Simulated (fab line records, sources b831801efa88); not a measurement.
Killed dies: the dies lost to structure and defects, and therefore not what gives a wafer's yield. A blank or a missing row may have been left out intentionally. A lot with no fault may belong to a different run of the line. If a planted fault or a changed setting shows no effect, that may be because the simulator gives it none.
Matching of chambers || flow gf180mcu || 4 sister chambers for GF_V5_CMP_04 on cmp-02
The step polishes SiO2. 20 wafers are shown with their chamber, then 10 later ones without.

== WAFERS, EACH WITH ITS CHAMBER ==
{"wafer": "L075.1", "chamber": 0, "motor_current_A (A)": 15.3, "edge_zone_pressure_frac": 0.990, "head_pressure_psi (psi)": 3.996}
{"wafer": "L075.3", "chamber": 3, "motor_current_A (A)": 11.0, "edge_zone_pressure_frac": 1.001, "head_pressure_psi (psi)": 3.998}
{"wafer": "L075.5", "chamber": 2, "motor_current_A (A)": 11.0, "edge_zone_pressure_frac": 0.996, "head_pressure_psi (psi)": 3.996}
{"wafer": "L078.3", "chamber": 2, "motor_current_A (A)": 12.1, "edge_zone_pressure_frac": 1.001, "head_pressure_psi (psi)": 4.006}
{"wafer": "L078.4", "chamber": 0, "motor_current_A (A)": 14.9, "edge_zone_pressure_frac": 1.004, "head_pressure_psi (psi)": 4.003}
{"wafer": "L078.5", "chamber": 3, "motor_current_A (A)": 10.6, "edge_zone_pressure_frac": 1.007, "head_pressure_psi (psi)": 4.008}
{"wafer": "L081.2", "chamber": 0, "motor_current_A (A)": 14.7, "edge_zone_pressure_frac": 0.998, "head_pressure_psi (psi)": 3.991}
{"wafer": "L081.4", "chamber": 3, "motor_current_A (A)": 10.1, "edge_zone_pressure_frac": 1.003, "head_pressure_psi (psi)": 4.003}
{"wafer": "L081.5", "chamber": 3, "motor_current_A (A)": 10.1, "edge_zone_pressure_frac": 1.004, "head_pressure_psi (psi)": 4.003}
{"wafer": "L083.1", "chamber": 0, "motor_current_A (A)": 14.3, "edge_zone_pressure_frac": 0.987, "head_pressure_psi (psi)": 4.006}
{"wafer": "L083.3", "chamber": 1, "motor_current_A (A)": 9.4, "edge_zone_pressure_frac": 1.001, "head_pressure_psi (psi)": 3.998}
{"wafer": "L083.6", "chamber": 1, "motor_current_A (A)": 8.9, "edge_zone_pressure_frac": 1.003, "head_pressure_psi (psi)": 4.007}
{"wafer": "L085.1", "chamber": 1, "motor_current_A (A)": 9.0, "edge_zone_pressure_frac": 1.010, "head_pressure_psi (psi)": 4.009}
{"wafer": "L085.3", "chamber": 3, "motor_current_A (A)": 10.3, "edge_zone_pressure_frac": 1.000, "head_pressure_psi (psi)": 4.015}
{"wafer": "L085.6", "chamber": 3, "motor_current_A (A)": 11.0, "edge_zone_pressure_frac": 1.006, "head_pressure_psi (psi)": 4.008}
{"wafer": "L087.3", "chamber": 1, "motor_current_A (A)": 8.8, "edge_zone_pressure_frac": 1.001, "head_pressure_psi (psi)": 4.007}
{"wafer": "L087.5", "chamber": 0, "motor_current_A (A)": 14.6, "edge_zone_pressure_frac": 1.003, "head_pressure_psi (psi)": 4.006}
{"wafer": "L087.6", "chamber": 3, "motor_current_A (A)": 10.4, "edge_zone_pressure_frac": 1.007, "head_pressure_psi (psi)": 4.022}
{"wafer": "L088.1", "chamber": 1, "motor_current_A (A)": 9.4, "edge_zone_pressure_frac": 1.008, "head_pressure_psi (psi)": 3.998}
{"wafer": "L088.4", "chamber": 0, "motor_current_A (A)": 15.1, "edge_zone_pressure_frac": 0.998, "head_pressure_psi (psi)": 3.992}

SIGNATURES (means of the wafers above)
{"reading": "motor_current_A", "chamber 0": 14.817, "chamber 1": 9.100, "chamber 2": 11.550, "chamber 3": 10.500, "scatter within a chamber": 0.392}
{"reading": "edge_zone_pressure_frac", "chamber 0": 0.99667, "chamber 1": 1.00460, "chamber 2": 0.99850, "chamber 3": 1.00400, "scatter within a chamber": 0.00478}
{"reading": "head_pressure_psi", "chamber 0": 3.99900, "chamber 1": 4.00380, "chamber 2": 4.00100, "chamber 3": 4.00814, "scatter within a chamber": 0.00705}
Rule: a wafer lies at a distance from a chamber equal to the root of the sum of squares, over the readings, of (its reading less the chamber's mean, divided by the reading's scatter). The wafer belongs to the nearest chamber; if the next one is less than 2 further off, it can't be placed. How the scatter is found: for the shown wafers, subtract from each reading the mean of its chamber, square and add these, divide the total by (wafers less chambers), then take the root.

== WAFERS MISSING THEIR CHAMBER ==
{"wafer": "L088.5", "motor_current_A (A)": 11.0, "edge_zone_pressure_frac": 1.007, "head_pressure_psi (psi)": 4.012}
{"wafer": "L091.1", "motor_current_A (A)": 10.7, "edge_zone_pressure_frac": 1.003, "head_pressure_psi (psi)": 3.998}
{"wafer": "L091.2", "motor_current_A (A)": 8.7, "edge_zone_pressure_frac": 0.993, "head_pressure_psi (psi)": 4.018}
{"wafer": "L091.5", "motor_current_A (A)": 10.3, "edge_zone_pressure_frac": 1.010, "head_pressure_psi (psi)": 4.000}
{"wafer": "L092.1", "motor_current_A (A)": 9.5, "edge_zone_pressure_frac": 0.999, "head_pressure_psi (psi)": 4.002}
{"wafer": "L092.3", "motor_current_A (A)": 10.7, "edge_zone_pressure_frac": 0.998, "head_pressure_psi (psi)": 3.994}
{"wafer": "L092.6", "motor_current_A (A)": 10.9, "edge_zone_pressure_frac": 1.002, "head_pressure_psi (psi)": 4.000}
{"wafer": "L096.1", "motor_current_A (A)": 15.1, "edge_zone_pressure_frac": 0.995, "head_pressure_psi (psi)": 3.993}
{"wafer": "L096.2", "motor_current_A (A)": 10.9, "edge_zone_pressure_frac": 1.005, "head_pressure_psi (psi)": 3.998}
{"wafer": "L096.3", "motor_current_A (A)": 8.8, "edge_zone_pressure_frac": 1.001, "head_pressure_psi (psi)": 3.989}

== WHICH CHAMBER EACH ONE RAN IN ==
{"wafer": "L088.5", "from the rows above": "can't be placed: 3 or 2", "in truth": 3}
{"wafer": "L091.1", "from the rows above": "can't be placed: 3 or 2", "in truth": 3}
{"wafer": "L091.2", "from the rows above": 1, "in truth": 1}
{"wafer": "L091.5", "from the rows above": "can't be placed: 3 or 1", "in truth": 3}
{"wafer": "L092.1", "from the rows above": "can't be placed: 1 or 3", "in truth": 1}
{"wafer": "L092.3", "from the rows above": "can't be placed: 2 or 3", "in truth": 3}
{"wafer": "L092.6", "from the rows above": "can't be placed: 3 or 2", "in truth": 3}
{"wafer": "L096.1", "from the rows above": 0, "in truth": 0}
{"wafer": "L096.2", "from the rows above": "can't be placed: 3 or 2", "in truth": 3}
{"wafer": "L096.3", "from the rows above": 1, "in truth": 1}
3 of 10 placed correctly. These rows do not allow placing 7 (true chamber among the candidates in 7). Number placed wrongly: 0.
